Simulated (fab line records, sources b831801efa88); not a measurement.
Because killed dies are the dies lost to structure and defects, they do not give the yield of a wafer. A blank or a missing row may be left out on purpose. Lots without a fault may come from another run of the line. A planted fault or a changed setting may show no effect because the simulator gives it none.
A lot that was struck, set against a sound lot -- flow gf180mcu -- 16 out of 602 route steps
Sound: these wafers, L610.2, L610.3, L610.6. Struck: wafers L619.1, L619.3, L619.4. The cause is named last.
For every step that has rows: the tool of each side, followed by ch and its chambers, followed by its first start. Under that, the readings that differ: sound wafers -- struck wafers -- difference of the means -- sigmas: that difference in standard deviations of wafers without a fault.
alike: same words and numbers on both sides, and readings whose means sit less than 2 such deviations apart. not compared: any withheld reading, any reading some wafer has no value for, any bound like >300 that may hide the same value, and any number with overlapping values for which the record gives no deviation.
The two part at a step that has a row with sigmas, a row that says differs or no value, or rows on one side only. Numbers that don't overlap but have no deviation are shown without sigmas and don't part them. A reading that every wafer of one side lacks parts them only if that side has two wafers or more.

GF_VT_IMPLANT_OVL_MEAS_18:
  sound on overlay-01, day 9 02:04; struck on overlay-02, day 11 10:04
  alike: VT_IMPLANT_01_OVL
following that, these wafers have no rows for 1 step: GF_VT_IMPLANT_IMPLANT_19.
GF_VT_IMPLANT_STRIP_20: strips in O2/N2.
  sound on plasmaAsher-03 ch 0,1, day 9 02:15; struck on plasmaAsher-01 ch 0,1, day 11 10:16
  alike: drypumpMotorCurrentA, heaterPowerW, o2FlowSccm, oesProductAu, stripTimeToEndpointS
  not compared: rfHoursCounterH
GF_VT_IMPLANT_TW_MEAS_21:
  sound on filmMetro-01, day 9 02:22; struck on filmMetro-02, day 11 10:22
  alike: VT_IMPLANT_2_TW
then, 7 steps without rows for these wafers: GF_VT_IMPLANT_DEHYDRATE_22 (time 60 s); GF_VT_IMPLANT_HMDS_23 (prime time 60 s); GF_VT_IMPLANT_COAT_24 (resist thk 1000 nm); GF_VT_IMPLANT_SOFTBAKE_25 (time 60 s); GF_VT_IMPLANT_EXPOSE_26 (exposes mask LVPWELL HV AREA, target cd 860 nm); GF_VT_IMPLANT_PEB_27; GF_VT_IMPLANT_DEVELOP_28 (develop time 60 s).
GF_VT_IMPLANT_OVL_MEAS_29:
  sound on overlay-02, day 9 19:29; struck on overlay-02, day 12 06:04
  alike: VT_IMPLANT_02_OVL
GF_VT_IMPLANT_IMPLANT_30:
  sound on implanter-01 ch 0, day 9 19:32; struck on implanter-03, day 12 06:07
  no value came back on the struck wafers for beamEnergyKeV, beamOnS (s); on the sound wafers beamEnergyKeV reads 24.996 24.992 25.001
GF_VT_IMPLANT_STRIP_31: strips in O2/N2.
  sound on plasmaAsher-03 ch 0,1, day 9 19:40; struck on plasmaAsher-01 ch 0,1, day 12 06:16
reading,sound,struck,difference,sigmas
o2FlowSccm (sccm),2993 3015 3012,2982 2978 2980,-27,-3
  alike: drypumpMotorCurrentA, heaterPowerW, oesProductAu, stripTimeToEndpointS
  not compared: rfHoursCounterH
GF_VT_IMPLANT_TW_MEAS_32:
  sound on filmMetro-02, day 9 19:46; struck on filmMetro-03, day 12 06:22
reading,sound,struck,difference,sigmas
VT_IMPLANT_3_TW,270.3 269.5 269.2,30.2 30.0 29.9,-239.6,-99 or more
then, 1 step without rows for these wafers: GF_VT_IMPLANT_DEHYDRATE_33 (time 60 s).

## WHERE THEY PART
Last at GF_VT_IMPLANT_TW_MEAS_32 as far as this record goes, first at GF_VT_IMPLANT_IMPLANT_30.

WHY: the cause the simulator had injected
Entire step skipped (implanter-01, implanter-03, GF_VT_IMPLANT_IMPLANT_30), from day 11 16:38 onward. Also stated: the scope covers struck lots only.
